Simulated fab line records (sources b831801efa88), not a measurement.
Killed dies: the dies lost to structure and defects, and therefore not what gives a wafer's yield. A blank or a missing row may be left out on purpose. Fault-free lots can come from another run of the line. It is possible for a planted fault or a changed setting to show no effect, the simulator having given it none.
fab line records ; flow sky130
[record] lots = 5; wafers = 15; last-day = 50
route steps=708 shown GATE_OXIDE@192 POLY_GATE@204 RES_PROTECT@207
lots untouched by any fault: they come from a run of this same line in which no faults occurred
start-h: hours from the record's opening day to when the first of the lot's shown wafers began ; wait-h: hours elapsed since this lot's preceding step ; " the same as in the row above ; L1.1+2: a row that stands for several wafers ; - no value, or no start given ; * or withheld: withheld ; < > ~ a bound
route shown NAME@n: NAME is a module with steps in the file, n the number in the route of the first one ; usual: average and standard deviation across the fault-free wafers ; same: alike in all rows ; chamber/n: place in a boat ; sites: each site's reading ; _std_site: the values' standard deviation ; _edge_site: mean of outer sites minus mean of inner sites ; radius-mm: for every site, how far away it sits from the centre of the wafer ; mask NAME#n: copy n ; behind: the most recent tool/chamber to have shaped the wafer ; hold: what put the lot on hold/how long, in hours/how the hold closed ; device: the transistor (n, p or np) that didn't switch ; end of line: at the end of the route, the tests of the same wafers ; a step given without rows: its recipe and nothing more ; killed: not the wafer's yield, but the dies lost to structure and defects at the first sort ; map: shows each die of a wafer: x if killed, . if not, _ if none is there
set.NAME: the setting as run; set.NAME@STEP: as run at that earlier step ; model.NAME: the simulator's own value behind a step, which no gauge read
lots seen at some steps along the route; tables by step, rows by wafer
services: the hour from which a tool's chamber was out of use, counted from the record's first day as start-h (under 0 if before that day), plus the number of hours and why
[[steps]]
[step SKY_GATE_OXIDE_COAT_05]
[recipe] resist = NOVOLAK; spin-rpm = 3000; resist-thk-nm = 1140
[step SKY_GATE_OXIDE_SOFTBAKE_06]
[recipe] temp-c = 90; time-s = 60; resist = NOVOLAK
[step SKY_GATE_OXIDE_EXPOSE_07]
[recipe] mask-id = LVOM; na = 0.6; source-shape = conventional; sigma-outer = 0.6; polarization = unpolarized; target-cd-nm = 600; dose-mj = 170
[step SKY_GATE_OXIDE_PEB_08]
[recipe] temp-c = withheld; time-s = *; resist = NOVOLAK
[step SKY_GATE_OXIDE_DEVELOP_09]
[recipe] resist = NOVOLAK; developer = TMAH; develop-time-s = 60; dev-temp-c = 23
[step SKY_GATE_OXIDE_OVL_MEAS_10]
[usual] GATE_OXIDE_OVL = 0.9/1.2
lot.wafer;tool;chamber;start-h;wait-h;GATE_OXIDE_OVL[nm]
L251.2;overlay-01;-;317.19;0.1;3.6
L251.3;overlay-01;-;317.19;0.1;3.5
L251.4;overlay-01;-;317.19;0.1;1.8
L260.2;overlay-02;-;400.77;0.1;3.0
L260.4;overlay-02;-;400.77;0.1;2.4
L260.5;overlay-02;-;400.77;0.1;1.4
L269.1;overlay-01;-;478.34;0.1;-0.1
L269.2;overlay-01;-;478.34;0.1;0.2
L269.6;overlay-01;-;478.34;0.1;-0.1
L271.1;overlay-02;-;491.01;0.1;2.2
L271.2;overlay-02;-;491.01;0.1;1.9
L271.3;overlay-02;-;491.01;0.1;2.1
L272.1;overlay-01;-;497.06;0.1;2.8
L272.4;overlay-01;-;497.06;0.1;1.4
L272.6;overlay-01;-;497.06;0.1;0.4
[step SKY_GATE_OXIDE_IMPLANT_11]
[recipe] species = B; energy-kev = 10; dose-cm2 = 2.6e+12; tilt-deg = withheld
[step SKY_GATE_OXIDE_WET_ETCH_12]
[recipe] chemistry = dHF; target-depth-nm = 16.8; dry = n2-spin; target = SiO2; dilution = 100:1; temp-c = 25; time-s = 336
[step SKY_GATE_OXIDE_STRIP_13]
[recipe] chemistry = O2/N2; power-w = 1400; pressure-mtorr = 1500; platen-temp-c = withheld; o2-flow-sccm = 3000; n2-flow-sccm = 300; overash-fraction = 0.5
[usual] drypump-motor-current-A = 5.9/0.32; oes-product-au = 0.716/0.0045; strip-time-to-endpoint-s = 14.19/0.034
lot.wafer;tool;chamber;start-h;wait-h;drypump-motor-current-A;oes-product-au;rf-hours-counter-h;strip-time-to-endpoint-s
L251.2;plasma-asher-01;0;317.47;0.0;6.2;0.716;20;14.18
L251.3;plasma-asher-01;0;317.47;0.0;6.2;0.723;-;14.22
L251.4;plasma-asher-01;1;317.47;0.0;6.5;0.711;-;14.15
L260.2;plasma-asher-02;0;401.05;0.0;5.6;0.719;67;14.22
L260.4;plasma-asher-02;0;401.05;0.0;5.6;0.712;-;14.23
L260.5;plasma-asher-02;1;401.05;0.0;6.0;0.719;-;14.24
L269.1;plasma-asher-03;1;478.62;0.0;5.9;0.714;68;14.22
L269.2;plasma-asher-03;0;478.62;0.0;5.5;0.720;68;14.21
L269.6;plasma-asher-03;1;478.62;0.0;5.9;0.716;-;14.20
L271.1;plasma-asher-03;0;491.30;0.0;5.5;0.716;69;14.12
L271.2;plasma-asher-03;1;491.30;0.0;5.9;0.713;69;14.14
L271.3;plasma-asher-03;0;491.30;0.0;5.5;0.717;-;14.17
L272.1;plasma-asher-01;1;497.35;0.0;6.5;0.713;38;14.14
L272.4;plasma-asher-01;0;497.35;0.0;6.2;0.721;-;14.20
L272.6;plasma-asher-01;1;497.35;0.0;6.5;0.714;-;14.20
[step SKY_GATE_OXIDE_TW_MEAS_14]
[usual] GATE_OXIDE_TW = 223.9/1.8
lot.wafer;tool;chamber;start-h;wait-h;GATE_OXIDE_TW
L251.2;film-metro-04;-;317.58;0.1;227.2
L251.3;film-metro-04;-;317.58;0.1;227.1
L251.4;film-metro-04;-;317.58;0.1;227.2
L260.2;film-metro-03;-;401.16;0.1;224.4
L260.4;film-metro-03;-;401.16;0.1;224.6
L260.5;film-metro-03;-;401.16;0.1;224.0
L269.1;film-metro-04;-;478.72;0.1;225.8
L269.2;film-metro-04;-;478.72;0.1;225.0
L269.6;film-metro-04;-;478.72;0.1;225.5
L271.1;film-metro-02;-;491.40;0.1;221.4
L271.2;film-metro-02;-;491.40;0.1;220.8
L271.3;film-metro-02;-;491.40;0.1;221.5
L272.1;film-metro-04;-;497.45;0.1;224.4
L272.4;film-metro-04;-;497.45;0.1;223.8
L272.6;film-metro-04;-;497.45;0.1;224.4
[step SKY_GATE_OXIDE_CLEAN_15]
[recipe] chemistry = SC1/SC2; mix = 1:4:20; temp-c = 70; time-s = 150; dry = n2-spin
[step SKY_GATE_OXIDE_OXIDATION_16]
[recipe] temp-c = 800; ambient = O2; idle-temp-c = 700; ramp-up-c-per-min = 10; ramp-down-c-per-min = 3; stabilise-s = 600; purge-s = 300; target-thk-a = 35.7; ox-time-s = 1915
[step SKY_POLY_GATE_CVD_00]
[recipe] material = poly-Si; target-thk-nm = 180; temp-c = 620; time-s = 720; pressure-mtorr = 200
[usual] spike-tc-bottom-C = 644.1/1.1; spike-tc-centre-C = 622.6/1.1; spike-tc-lower-C = 620.4/1.4; spike-tc-top-C = 640/3.2; spike-tc-upper-C = 619.2/1.5; susceptor-temp-C = 620.02/0.27; zone-power-centre-pct = 8.81/0.26
lot.wafer;tool;chamber;start-h;wait-h;spike-tc-bottom-C;spike-tc-centre-C;spike-tc-lower-C;spike-tc-top-C;spike-tc-upper-C;susceptor-temp-C;zone-power-centre-pct;model.poly-Si_of_POLY_GATE_CVD_00.thk-nm
L251.2;lpcvd-01;0;320.19;0.0;644.1;621.3;619.2;643;620.2;620.39;9.05;180.2
L251.3;lpcvd-01;0;320.19;0.0;644.7;623.3;619.9;642;619.8;619.86;8.88;178.6
L251.4;lpcvd-01;0;320.19;0.0;645.8;622.7;619.4;641;620.1;620.04;8.85;180.3
L260.2;lpcvd-01;0;404.32;0.0;655.9;633.8;629.7;654;632.5;631.09;9.38;230.8
L260.4;lpcvd-01;0;404.32;0.0;655.9;633.1;630.8;654;632.5;631.34;9.15;232.1
L260.5;lpcvd-01;0;404.32;0.0;655.2;635.8;632.4;653;632.1;631.07;9.19;230.6
L269.1;lpcvd-01;1;480.36;0.0;642.4;619.9;622.0;636;618.6;619.64;8.66;183.7
L269.2;lpcvd-01;1;480.36;0.0;644.2;621.2;622.2;637;617.4;619.76;8.52;182.2
L269.6;lpcvd-01;1;480.36;0.0;644.6;620.7;622.3;637;618.7;619.82;8.62;184.4
L271.1;lpcvd-01;1;493.04;0.0;644.3;621.8;622.8;637;618.4;620.43;8.48;181.4
L271.2;lpcvd-01;1;493.04;0.0;643.7;623.0;621.7;637;617.6;619.97;8.56;181.3
L271.3;lpcvd-01;1;493.04;0.0;641.0;622.4;622.0;635;618.4;620.16;8.52;182.2
L272.1;lpcvd-01;0;499.09;0.0;646.9;623.9;619.0;643;620.8;620.06;9.06;181.7
L272.4;lpcvd-01;0;499.09;0.0;644.5;623.7;621.3;642;619.4;620.25;9.16;182.6
L272.6;lpcvd-01;0;499.09;0.0;644.4;622.0;620.5;640;621.4;619.66;8.84;182.9
[step SKY_POLY_GATE_THK_MEAS_01]
[recipe] reads = poly-Si_of_POLY_GATE_CVD_00
[usual] POLY_GATE_CVD_00_THK = 181.0/1.9
lot.wafer;tool;chamber;start-h;wait-h;hold;POLY_GATE_CVD_00_THK[nm]
L251.2;film-metro-02;-;321.40;0.0;-;180.2
L251.3;film-metro-02;-;321.40;0.0;-;178.7
L251.4;film-metro-02;-;321.40;0.0;-;180.1
L260.2;film-metro-04;-;405.53;0.0;await-dispo/0.2h/release;231.0
L260.4;film-metro-04;-;405.53;0.0;await-dispo/0.2h/release;232.2
L260.5;film-metro-04;-;405.53;0.0;await-dispo/0.2h/release;230.6
L260.2;film-metro-04;-;405.76;0.2;-;230.8
L260.4;film-metro-04;-;405.76;0.2;-;232.2
L260.5;film-metro-04;-;405.76;0.2;-;230.5
L269.1;film-metro-04;-;481.56;0.0;-;183.7
L269.2;film-metro-04;-;481.56;0.0;-;182.3
L269.6;film-metro-04;-;481.56;0.0;-;184.5
L271.1;film-metro-04;-;495.74;0.0;-;181.3
L271.2;film-metro-04;-;495.74;0.0;-;181.4
L271.3;film-metro-04;-;495.74;0.0;-;182.2
L272.1;film-metro-04;-;501.79;0.0;-;181.5
L272.4;film-metro-04;-;501.79;0.0;-;182.6
L272.6;film-metro-04;-;501.79;0.0;-;182.9
[step SKY_RES_PROTECT_HMDS_01]
[recipe] prime-time-s = 60; prime-temp-c = 120
[step SKY_RES_PROTECT_COAT_02]
[recipe] resist = NOVOLAK; spin-rpm = 3000; resist-thk-nm = 1140
[step SKY_RES_PROTECT_SOFTBAKE_03]
[recipe] temp-c = 90; time-s = 60; resist = NOVOLAK
[step SKY_RES_PROTECT_EXPOSE_04]
[recipe] mask-id = RPM; na = 0.6; source-shape = conventional; sigma-outer = 0.6; polarization = unpolarized; target-cd-nm = 1270; dose-mj = 131
[step SKY_RES_PROTECT_PEB_05]
[recipe] temp-c = withheld; time-s = *; resist = NOVOLAK
[step SKY_RES_PROTECT_DEVELOP_06]
[recipe] resist = NOVOLAK; developer = TMAH; develop-time-s = 60; dev-temp-c = 23
[step SKY_POLY_GATE_IMPLANT_02]
[recipe] species = P; energy-kev = 30; dose-cm2 = 7.7e+15; tilt-deg = 0
[step SKY_RES_PROTECT_STRIP_07]
[recipe] chemistry = O2/N2; power-w = 1400; pressure-mtorr = 1500; platen-temp-c = withheld; o2-flow-sccm = 3000; n2-flow-sccm = 300; overash-fraction = 0.5
[usual] drypump-motor-current-A = 5.9/0.42; oes-product-au = 0.518/0.0042; strip-time-to-endpoint-s = 23.32/0.037
lot.wafer;tool;chamber;start-h;wait-h;drypump-motor-current-A;oes-product-au;rf-hours-counter-h;strip-time-to-endpoint-s
L251.2;plasma-asher-01;0;348.64;0.1;6.3;0.507;23;23.29
L251.3;plasma-asher-01;0;348.64;0.1;6.2;0.521;-;23.31
L251.4;plasma-asher-01;1;348.64;0.1;6.5;0.515;-;23.32
L260.2;plasma-asher-04;1;435.99;0.1;6.0;0.520;1;23.30
L260.4;plasma-asher-04;1;435.99;0.1;5.9;0.518;-;23.29
L260.5;plasma-asher-04;1;435.99;0.1;6.0;0.513;-;23.33
L269.1;plasma-asher-02;1;511.96;0.1;6.0;0.517;77;23.29
L269.2;plasma-asher-02;0;511.96;0.1;5.7;0.512;77;23.35
L269.6;plasma-asher-02;0;511.96;0.1;5.6;0.519;-;23.34
L271.1;plasma-asher-02;1;526.23;0.1;6.0;0.516;78;23.27
L271.2;plasma-asher-02;0;526.23;0.1;5.6;0.515;78;23.26
L271.3;plasma-asher-02;0;526.23;0.1;5.6;0.521;-;23.30
L272.1;plasma-asher-04;1;532.16;0.1;6.0;0.522;11;23.35
L272.4;plasma-asher-04;1;532.16;0.1;6.0;0.519;-;23.33
L272.6;plasma-asher-04;1;532.16;0.1;6.0;0.516;-;23.33
[step SKY_RES_PROTECT_TW_MEAS_08]
[usual] POLY_GATE_TW = 4042/36
lot.wafer;tool;chamber;start-h;wait-h;POLY_GATE_TW
L251.2;film-metro-03;-;348.75;0.1;4051
L251.3;film-metro-03;-;348.75;0.1;4050
L251.4;film-metro-03;-;348.75;0.1;4045
L260.2;film-metro-02;-;436.10;0.1;4007
L260.4;film-metro-02;-;436.10;0.1;4026
L260.5;film-metro-02;-;436.10;0.1;4009
L269.1;film-metro-03;-;512.06;0.1;4054
L269.2;film-metro-03;-;512.06;0.1;4041
L269.6;film-metro-03;-;512.06;0.1;4046
L271.1;film-metro-02;-;526.33;0.1;3977
L271.2;film-metro-02;-;526.33;0.1;3983
L271.3;film-metro-02;-;526.33;0.1;3984
L272.1;film-metro-03;-;532.26;0.1;4044
L272.4;film-metro-03;-;532.26;0.1;4062
L272.6;film-metro-03;-;532.26;0.1;4052
[step SKY_RES_PROTECT_CLEAN_09]
[recipe] chemistry = SC1/SC2; mix = 1:4:20; temp-c = 70; time-s = 150; dry = n2-spin
lot.wafer;tool;chamber;start-h;wait-h;model.poly-Si_of_POLY_GATE_CVD_00.thk-nm
L251.2+4;wet-bench-04;0;348.80;0.0;179.6
L251.3;wet-bench-04;0;348.80;0.0;178
L260.2;wet-bench-04;0;436.15;0.0;230.2
L260.4;wet-bench-04;0;436.15;0.0;231.5
L260.5;wet-bench-04;0;436.15;0.0;230
L269.1;wet-bench-01;3;512.12;0.1;183
L269.2;wet-bench-01;3;512.12;0.1;181.6
L269.6;wet-bench-01;3;512.12;0.1;183.8
L271.1;wet-bench-02;2;526.39;0.1;180.8
L271.2;wet-bench-02;2;526.39;0.1;180.7
L271.3;wet-bench-02;2;526.39;0.1;181.6
L272.1;wet-bench-02;1;532.32;0.1;181.1
L272.4;wet-bench-02;1;532.32;0.1;182
L272.6;wet-bench-02;1;532.32;0.1;182.2
[step SKY_POLY_GATE_CVD_03]
[recipe] material = Si3N4; precursor = DCS/NH3; target-thk-nm = 75; temp-c = 770; time-s = 1290; pressure-mtorr = 250
[[services]]
tool;chamber;start-h;hours;kind
wet-bench-02;-;343.23;1.9;pm
plasma-asher-04;-;388.27;2.8;repair
wet-bench-01;-;393.36;4.4;pm
plasma-asher-04;-;409.57;0.5;repair
plasma-asher-04;-;421.25;9.0;pm
plasma-asher-04;0;421.25;9.0;vent-cycle
plasma-asher-04;1;421.25;9.0;vent-cycle
plasma-asher-04;0;430.25;-;clean
plasma-asher-04;1;430.25;-;clean
plasma-asher-02;-;497.32;14.6;pm
lpcvd-01;-;501.79;6.1;pm
wet-bench-04;-;530.73;1.9;pm
[[key]]
[first-sign] step = SKY_POLY_GATE_CVD_00; reading = susceptor-temp-C; direction = up; sigmas = 41; usual = *; struck = *
[effect] step = SKY_POLY_GATE_CVD_00; reading = spike-tc-centre-C; direction = up; sigmas = 11; usual = 622.6; struck = 634.2
[effect] step = SKY_POLY_GATE_THK_MEAS_01; reading = visit; direction = added
[effect] step = SKY_POLY_GATE_THK_MEAS_01; reading = POLY_GATE_CVD_00_THK; direction = up; sigmas = 27; usual = 181.0; struck = 231.2
[model-effect] step = SKY_POLY_GATE_CVD_00; value = poly-Si_of_POLY_GATE_CVD_00.thk-nm; without = 177.7; struck = 231.2
[model-effect] step = SKY_RES_PROTECT_CLEAN_09; value = poly-Si_of_POLY_GATE_CVD_00.thk-nm; without = 177.1; struck = 230.6
met-at SKY_POLY_GATE_CVD_00
struck-wafers L260.2,L260.4,L260.5
later-rows-left-out L260.2,L260.4,L260.5
sort-left-out L260.2,L260.4,L260.5
tester-left-out L260
onset-between 320.19 404.32
[fault] kind = process-parameter-drift; tool = lpcvd-01; chamber = 0; onset-h = 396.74; steps = SKY_POLY_GATE_CVD_00; channel = temp-c; offset = *; shape = step; end-h = 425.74; stated = *
// tester-left-out: of these lots the tester's yield and bins aren't shown, on N5 and GAA mostly nor the transistor test; their killed dies are dies lost to structure and defects alone, not to doping, threshold or leakage, so they don't give the yield
// sort-left-out: the simulated sort isn't trusted on such a fault, so these wafers' sort isn't shown, and their yield isn't known
// later-rows-left-out: the simulator's readings of these wafers behind a module that went badly wrong aren't trusted and aren't shown, but for the sort
